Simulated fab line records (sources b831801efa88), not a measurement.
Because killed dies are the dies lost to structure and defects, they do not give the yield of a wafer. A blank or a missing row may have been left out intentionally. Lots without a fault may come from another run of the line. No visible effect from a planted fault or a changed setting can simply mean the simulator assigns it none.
fab line records -- flow sky130
record lots=13, wafers=39, lastDay=50
route steps=708 shown GATE_OXIDE@188 POLY_GATE@229 LI_CONTACT@385 LOCAL_INTERCONNECT@389
lots with no fault: from the same line, run without faults
startH: start of the lot's first displayed wafer, in hours after the record's first day -- waitH: hours from the lot's prior step to this one -- " as in the row above -- L1.1+2: a row that stands for several wafers -- - no value, or no start was given -- * or withheld: withheld -- < > ~ a bound
route shown NAME@n: NAME is a module with steps in the file, n the number in the route of the first one -- usual: mean/standard deviation taken from wafers without a fault -- same: alike in all rows -- chamber/n: place in a boat -- sites: per-site readings -- _std_site: standard deviation of those values -- _edge_site: mean of outer sites minus mean of inner sites -- radiusMm: for every site, how far away it sits from the centre of the wafer -- mask NAME#n: copy n -- behind: the last tool/chamber to shape the wafer -- hold: what put the lot on hold/how long, in hours/how the hold closed -- device: whichever transistor did not switch (one of n, p or np) -- end of line: the same wafers' tests at the end of the route -- for a step that has no rows: nothing shown but its recipe -- killed: at the first sort, the dies lost to defects and structure; wafer yield is something else -- map: per-die view of a wafer (x killed, . not killed, _ where there is no die)
set.NAME: the setting that was run; set.NAME@STEP: the one run at that earlier step -- model.NAME: the simulator's own value behind a step, which no gauge read
one table for each step of the route and one row for each wafer, over a sample of lots
services: the hour from which a tool's chamber was out of use, counted from the record's first day as startH (under 0 if before that day), plus the number of hours and why
## steps
# step SKY_GATE_OXIDE_OXIDATION_01
# recipe tempC=900, ambient=O2, stabiliseS=600, purgeS=300, targetThkA=102.68, oxTimeS=1473
# usual spikeTcUpperC=900.4/1, stabiliseS=600/0
# same purgeS=300
lot.wafer,tool,chamber,startH,waitH,spikeTcUpperC,stabiliseS
L711.1,furnace-02,0,287.44,0.0,900.0,600
L711.5,furnace-02,0,287.44,0.0,901.1,600
L711.6,furnace-02,0,287.44,0.0,902.0,600
L712.3,furnace-02,0,293.34,0.0,899.8,600
L712.4,furnace-02,0,293.34,0.0,901.3,600
L712.5,furnace-02,0,293.34,0.0,901.7,600
L714.1,furnace-02,0,301.47,1.2,900.8,5400
L714.2,furnace-02,0,301.47,1.2,900.8,5400
L714.3,furnace-02,0,301.47,1.2,902.8,5400
L716.3,furnace-02,0,313.54,0.4,902.4,5400
L716.4,furnace-02,0,313.54,0.4,900.3,5400
L716.5,furnace-02,0,313.54,0.4,901.2,5400
L723.2,furnace-01,0,391.24,1.0,900.3,600
L723.5,furnace-01,0,391.24,1.0,900.6,600
L723.6,furnace-01,0,391.24,1.0,900.0,600
L724.2,furnace-02,0,393.71,1.0,901.9,600
L724.3,furnace-02,0,393.71,1.0,900.9,600
L724.6,furnace-02,0,393.71,1.0,899.9,600
L725.2,furnace-02,0,402.68,0.0,899.8,600
L725.5,furnace-02,0,402.68,0.0,900.8,600
L725.6,furnace-02,0,402.68,0.0,900.8,600
L726.2,furnace-02,0,408.53,0.4,901.5,600
L726.3,furnace-02,0,408.53,0.4,900.3,600
L726.5,furnace-02,0,408.53,0.4,899.8,600
L729.1,furnace-02,0,417.15,0.0,900.3,600
L729.2,furnace-02,0,417.15,0.0,900.2,600
L729.4,furnace-02,0,417.15,0.0,900.1,600
L730.1,furnace-02,0,424.01,0.5,901.1,600
L730.2,furnace-02,0,424.01,0.5,902.0,600
L730.6,furnace-02,0,424.01,0.5,901.0,600
L731.1,furnace-02,0,441.89,4.4,899.4,600
L731.2,furnace-02,0,441.89,4.4,901.9,600
L731.3,furnace-02,0,441.89,4.4,901.7,600
L732.1,furnace-02,0,448.86,6.7,901.6,600
L732.2,furnace-02,0,448.86,6.7,901.3,600
L732.5,furnace-02,0,448.86,6.7,900.7,600
L733.1,furnace-02,0,458.21,4.4,900.6,600
L733.5,furnace-02,0,458.21,4.4,903.0,600
L733.6,furnace-02,0,458.21,4.4,900.1,600
# step SKY_POLY_GATE_ETCH_15
# recipe chemistry=N2/H2, target=BARC, ionEnergyEv=200, sourceW=500, biasW=100, pressureMtorr=30, n2FlowSccm=100, h2FlowSccm=200, stopOn=SiO2, timeS=118.5, targetDepthA=1100
# usual drypumpMotorCurrentA=5.7/0.47, oesProductAu=0.716/0.0049, throttleValvePct=13.212/0.0085
lot.wafer,tool,chamber,startH,waitH,drypumpMotorCurrentA,oesProductAu,rfHoursCounterH,throttleValvePct
L711.1,rieDiel-01,1,363.77,0.0,5.3,0.714,4,13.220
L711.5,rieDiel-01,1,363.77,0.0,5.3,0.719,-,13.213
L711.6,rieDiel-01,0,363.77,0.0,6.4,0.719,-,13.207
L712.3,rieDiel-01,0,373.78,0.0,6.4,0.728,6,13.203
L712.4,rieDiel-01,1,373.78,0.0,5.3,0.729,4,13.215
L712.5,rieDiel-01,3,373.78,0.0,5.1,0.717,-,13.218
L714.1,rieDiel-01,1,386.08,0.0,5.3,0.722,4,13.224
L714.2,rieDiel-01,2,386.08,0.0,5.4,0.717,94,13.221
L714.3,rieDiel-01,0,386.08,0.0,6.4,0.722,6,13.205
L716.3,rieDiel-01,2,403.48,0.0,5.4,0.714,94,13.205
L716.4,rieDiel-01,0,403.48,0.0,6.4,0.722,7,13.194
L716.5,rieDiel-01,2,403.48,0.0,5.4,0.719,-,13.218
L723.2,rieDiel-01,3,488.33,0.0,5.1,0.715,10,13.216
L723.5,rieDiel-01,1,488.33,0.0,5.4,0.722,-,13.230
L723.6,rieDiel-01,0,488.33,0.0,6.4,0.716,-,13.212
L724.2,rieDiel-04,2,495.01,0.0,6.0,0.716,81,13.207
L724.3,rieDiel-04,1,495.01,0.0,5.9,0.714,38,13.208
L724.6,rieDiel-04,3,495.01,0.0,5.7,0.710,-,13.205
L725.2,rieDiel-03,2,503.36,0.0,6.3,0.713,10,13.220
L725.5,rieDiel-03,2,503.36,0.0,6.3,0.722,-,13.222
L725.6,rieDiel-03,1,503.36,0.0,5.6,0.706,-,13.210
L726.2,rieDiel-03,2,512.13,0.0,6.2,0.715,10,13.220
L726.3,rieDiel-03,0,512.13,0.0,5.1,0.725,2,13.210
L726.5,rieDiel-03,0,512.13,0.0,5.1,0.718,-,13.222
L729.1,rieDiel-03,2,518.13,0.0,6.2,0.714,10,13.206
L729.2,rieDiel-03,0,518.13,0.0,5.1,0.709,2,13.206
L729.4,rieDiel-03,0,518.13,0.0,5.1,0.713,-,13.204
L730.1,rieDiel-03,2,525.83,0.0,6.2,0.711,10,13.221
L730.2,rieDiel-03,1,525.83,0.0,5.5,0.713,0,13.218
L730.6,rieDiel-03,2,525.83,0.0,6.2,0.722,-,13.211
L731.1,rieDiel-04,2,539.82,0.0,5.9,0.722,82,13.215
L731.2,rieDiel-04,3,539.82,0.0,5.7,0.718,38,13.228
L731.3,rieDiel-04,0,539.82,0.0,6.4,0.717,3,13.202
L732.1,rieDiel-04,3,547.26,0.0,5.7,0.721,38,13.210
L732.2,rieDiel-04,0,547.26,0.0,6.4,0.712,3,13.199
L732.5,rieDiel-04,1,547.26,0.0,5.9,0.719,-,13.222
L733.1,rieDiel-04,1,556.06,0.0,5.9,0.717,38,13.216
L733.5,rieDiel-04,1,556.06,0.0,5.9,0.713,-,13.210
L733.6,rieDiel-04,2,556.06,0.0,6.0,0.711,-,13.212
# step SKY_LI_CONTACT_THK_MEAS_23
# recipe thkMeasGauge=xrf, reads=W_of_LI_CONTACT_CVD_21
# usual LI_CONTACT_W_THK=405/6.4
lot.wafer,tool,chamber,startH,waitH,LI_CONTACT_W_THK[nm]
L711.1,filmMetro-04,-,671.68,0.1,414
L711.5,filmMetro-04,-,671.68,0.1,411
L711.6,filmMetro-04,-,671.68,0.1,416
L712.3,filmMetro-01,-,685.29,0.1,407
L712.4,filmMetro-01,-,685.29,0.1,405
L712.5,filmMetro-01,-,685.29,0.1,410
L714.1,filmMetro-01,-,693.45,0.1,404
L714.2,filmMetro-01,-,693.45,0.1,394
L714.3,filmMetro-01,-,693.45,0.1,401
L716.3,filmMetro-02,-,713.85,0.1,409
L716.4,filmMetro-02,-,713.85,0.1,403
L716.5,filmMetro-02,-,713.85,0.1,405
L723.2,filmMetro-04,-,789.05,0.1,396
L723.5,filmMetro-04,-,789.05,0.1,398
L723.6,filmMetro-04,-,789.05,0.1,394
L724.2,filmMetro-01,-,793.29,0.1,404
L724.3,filmMetro-01,-,793.29,0.1,410
L724.6,filmMetro-01,-,793.29,0.1,404
L725.2,filmMetro-01,-,804.00,0.1,409
L725.5,filmMetro-01,-,804.00,0.1,408
L725.6,filmMetro-01,-,804.00,0.1,408
L726.2,filmMetro-04,-,809.23,0.1,406
L726.3,filmMetro-04,-,809.23,0.1,400
L726.5,filmMetro-04,-,809.23,0.1,400
L729.1,filmMetro-02,-,816.09,0.1,408
L729.2,filmMetro-02,-,816.09,0.1,407
L729.4,filmMetro-02,-,816.09,0.1,407
L730.1,filmMetro-02,-,821.84,0.1,412
L730.2,filmMetro-02,-,821.84,0.1,411
L730.6,filmMetro-02,-,821.84,0.1,407
L731.1,filmMetro-02,-,832.23,0.1,404
L731.2,filmMetro-02,-,832.23,0.1,412
L731.3,filmMetro-02,-,832.23,0.1,401
L732.1,filmMetro-01,-,841.19,0.1,398
L732.2,filmMetro-01,-,841.19,0.1,411
L732.5,filmMetro-01,-,841.19,0.1,408
L733.1,filmMetro-02,-,847.24,0.1,416
L733.5,filmMetro-02,-,847.24,0.1,412
L733.6,filmMetro-02,-,847.24,0.1,411
# step SKY_LOCAL_INTERCONNECT_THK_MEAS_02
# recipe thkMeasGauge=xrf, reads=TiN_of_LOCAL_INTERCONNECT_SPUTTER_00
# usual LOCAL_INTERCONNECT_TIN_THK=97.2/1.4
lot.wafer,tool,chamber,startH,waitH,LOCAL_INTERCONNECT_TIN_THK[nm]
L711.1,filmMetro-02,-,672.22,0.1,95.1
L711.5,filmMetro-02,-,672.22,0.1,95.2
L711.6,filmMetro-02,-,672.22,0.1,95.1
L712.3,filmMetro-02,-,685.83,0.1,96.1
L712.4,filmMetro-02,-,685.83,0.1,94.2
L712.5,filmMetro-02,-,685.83,0.1,95.6
L714.1,filmMetro-02,-,693.99,0.1,98.2
L714.2,filmMetro-02,-,693.99,0.1,98.7
L714.3,filmMetro-02,-,693.99,0.1,96.6
L716.3,filmMetro-02,-,714.39,0.1,94.5
L716.4,filmMetro-02,-,714.39,0.1,96.8
L716.5,filmMetro-02,-,714.39,0.1,94.9
L723.2,filmMetro-02,-,789.59,0.1,96.3
L723.5,filmMetro-02,-,789.59,0.1,96.5
L723.6,filmMetro-02,-,789.59,0.1,94.5
L724.2,filmMetro-01,-,793.83,0.1,98.5
L724.3,filmMetro-01,-,793.83,0.1,99.4
L724.6,filmMetro-01,-,793.83,0.1,98.8
L725.2,filmMetro-02,-,804.54,0.1,95.8
L725.5,filmMetro-02,-,804.54,0.1,96.5
L725.6,filmMetro-02,-,804.54,0.1,96.0
L726.2,filmMetro-01,-,809.77,0.1,97.1
L726.3,filmMetro-01,-,809.77,0.1,97.9
L726.5,filmMetro-01,-,809.77,0.1,97.7
L729.1,filmMetro-03,-,816.63,0.1,96.9
L729.2,filmMetro-03,-,816.63,0.1,96.6
L729.4,filmMetro-03,-,816.63,0.1,97.0
L730.1,filmMetro-02,-,822.38,0.1,96.1
L730.2,filmMetro-02,-,822.38,0.1,97.1
L730.6,filmMetro-02,-,822.38,0.1,95.7
L731.1,filmMetro-01,-,832.77,0.1,97.2
L731.2,filmMetro-01,-,832.77,0.1,99.1
L731.3,filmMetro-01,-,832.77,0.1,97.9
L732.1,filmMetro-02,-,841.73,0.1,95.8
L732.2,filmMetro-02,-,841.73,0.1,95.7
L732.5,filmMetro-02,-,841.73,0.1,95.3
L733.1,filmMetro-01,-,847.78,0.1,97.2
L733.5,filmMetro-01,-,847.78,0.1,97.1
L733.6,filmMetro-01,-,847.78,0.1,96.1
## services
tool,chamber,startH,hours,kind
furnace-01,-,269.35,3.2,pm
rieDiel-01,0,286.38,7.4,repair
furnace-02,-,308.29,4.1,pm
rieDiel-04,2,309.13,2.6,repair
rieDiel-01,3,322.78,1.5,repair
rieDiel-03,3,337.42,22.5,repair
rieDiel-04,1,344.45,12.6,repair
rieDiel-01,0,350.68,11.2,repair
rieDiel-04,3,355.25,12.6,repair
rieDiel-01,3,406.16,7.1,repair
rieDiel-01,0,407.09,8.8,repair
rieDiel-04,-,425.43,1.2,repair
rieDiel-03,-,443.09,14.6,pm
rieDiel-03,-,458.96,0.7,repair
furnace-02,-,464.49,3.0,pm
rieDiel-01,1,490.07,1.3,repair
rieDiel-03,-,495.18,0.7,repair
rieDiel-01,-,497.93,2.8,pm
rieDiel-04,0,498.26,17.6,repair
rieDiel-01,2,507.43,7.2,repair
rieDiel-04,1,523.77,17.8,repair
rieDiel-01,0,525.04,7.7,repair
rieDiel-04,-,530.10,0.6,repair
rieDiel-01,3,545.20,2.7,repair
## key
firstSign step=SKY_GATE_OXIDE_OXIDATION_01, reading=stabiliseS, direction=up, sigmas=99+, usual=600, struck=5400
effect none on later readings
metAt SKY_GATE_OXIDE_OXIDATION_01
struckLots L714,L716
testerLeftOut L714,L716
notActingAt SKY_POLY_GATE_ETCH_15,SKY_LI_CONTACT_THK_MEAS_23,SKY_LOCAL_INTERCONNECT_THK_MEAS_02
onsetBetween 293.34 301.47
fault kind=processParameterDrift, tool=furnace-02, chamber=-, onsetH=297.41, steps=SKY_GATE_OXIDE_OXIDATION_01, channel=stabiliseS, offset=4800, shape=step, endH=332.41, actsIn=theseRecipesOnly, stated=600
# testerLeftOut: of these lots the tester's yield and bins aren't shown, on N5 and GAA mostly nor the transistor test; their killed dies are dies lost to structure and defects alone, not to doping, threshold or leakage, so they don't give the yield
